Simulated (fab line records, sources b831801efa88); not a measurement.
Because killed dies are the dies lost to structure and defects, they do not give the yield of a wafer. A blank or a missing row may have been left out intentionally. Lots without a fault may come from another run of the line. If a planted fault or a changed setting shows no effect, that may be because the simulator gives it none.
Problem report, 8D (eight disciplines) form, completed by code    flow gf180mcu    the parts of the form that need people (team, actions taken, sign-off) are left out

== 1. WHAT WENT WRONG ==
Across 6 wafers from 2 lots, HV_LDD_RS at GF_HV_LDD_RS_MEAS_53 averages 423.1 ohm/sq, while fault-free wafers read 418.0 ohm/sq with a standard deviation of 0.82. That is +6.2 standard deviations from the usual mean.
The step: measures by four-point-probe.
The first sign was on wafer L323.2 at day 19 07:44, on filmMetro-01. The record holds 42 wafers of 14 lots with a number at this step. The rule behind "out" and "out of limits": a value lying over 4 standard deviations away from the usual mean. Any other wafer with a number is counted as sound.

== 2. WHAT IT IS, WHAT IT ISN'T ==
question                     is                          is not
which readings at this step  HV_LDD_RS                   -
which lots                   L323, L325                  L304, L306, L307, L308, L309, L310, L312, L313, L314, L315, L316, L324
which wafers of those lots   all that have a number      -
read on which gauges         filmMetro-01, filmMetro-02  filmMetro-03
when                         from day 19 07:44           up to then (33 sound wafers); but 3 sound wafers of L324 came after

== 3. SUSPECTS, AND WHAT RULES EACH OUT ==
Counting: any tool at a process step up to the reading is kept as a suspect provided that every lot that is out went through it and no sound lot did after the first of them.
- the gauge at GF_HV_LDD_RS_MEAS_53 is ruled out. 2 gauges (filmMetro-01, filmMetro-02) read the wafers that are out.
- implanter-01 at GF_HV_LDD_IMPLANT_09: kept. It ran every lot that is out, first L323 (day 16 07:47), and no sound lot after that; its last sound lot up to then is L316 (day 13 17:52). Its own doseIonsCm2 readings are out on those wafers.
The count leaves implanter-01 at GF_HV_LDD_IMPLANT_09.

== 4. THE CAUSE (what the simulator had put in) ==
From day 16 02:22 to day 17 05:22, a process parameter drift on implanter-01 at GF_HV_LDD_IMPLANT_09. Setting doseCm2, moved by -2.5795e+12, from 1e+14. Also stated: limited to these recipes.
Counting left only this tool.

== 5. THE CHAIN OF EFFECTS, in route order ==
Each row: a reading whose mean over the struck wafers that have a number lies more than 3 standard deviations from the usual. Only readings whose record carries a usual standard deviation are examined. hours: median over the lots of the time between each lot's start at the first step of this table that gives one and its start at this step. sigmas: the change, counted in usual standard deviations.
hours  step                  reading      usual         on struck wafers  change  sigmas
0      GF_HV_LDD_IMPLANT_09  doseIonsCm2  1e+14         1e+14             -3e+12  -24
72     GF_HV_LDD_RS_MEAS_53  HV_LDD_RS    418.0 ohm/sq  423.1             +5.1    +6.2
Process steps it contains:
- GF_HV_LDD_IMPLANT_09
Later measuring or inspecting steps at which every struck wafer that the step has a row for has a number for every such reading, and none has moved that far: GF_PSD_CD_MEAS_07.

== 6. WHAT WOULD HAVE CAUGHT IT SOONER ==
In this record the first reading out of limits at a measuring or inspecting step was taken at day 19 07:44, 77 hours after the fault began at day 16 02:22.
Tool's own readings at GF_HV_LDD_IMPLANT_09, doseIonsCm2: out on all struck wafers the step has rows for; an alarm limit on them would have tripped on the first.
All the lots that are out (2) had begun GF_HV_LDD_IMPLANT_09 on implanter-01 by day 19 07:44. Tool hold at that time: it would have spared none of them.
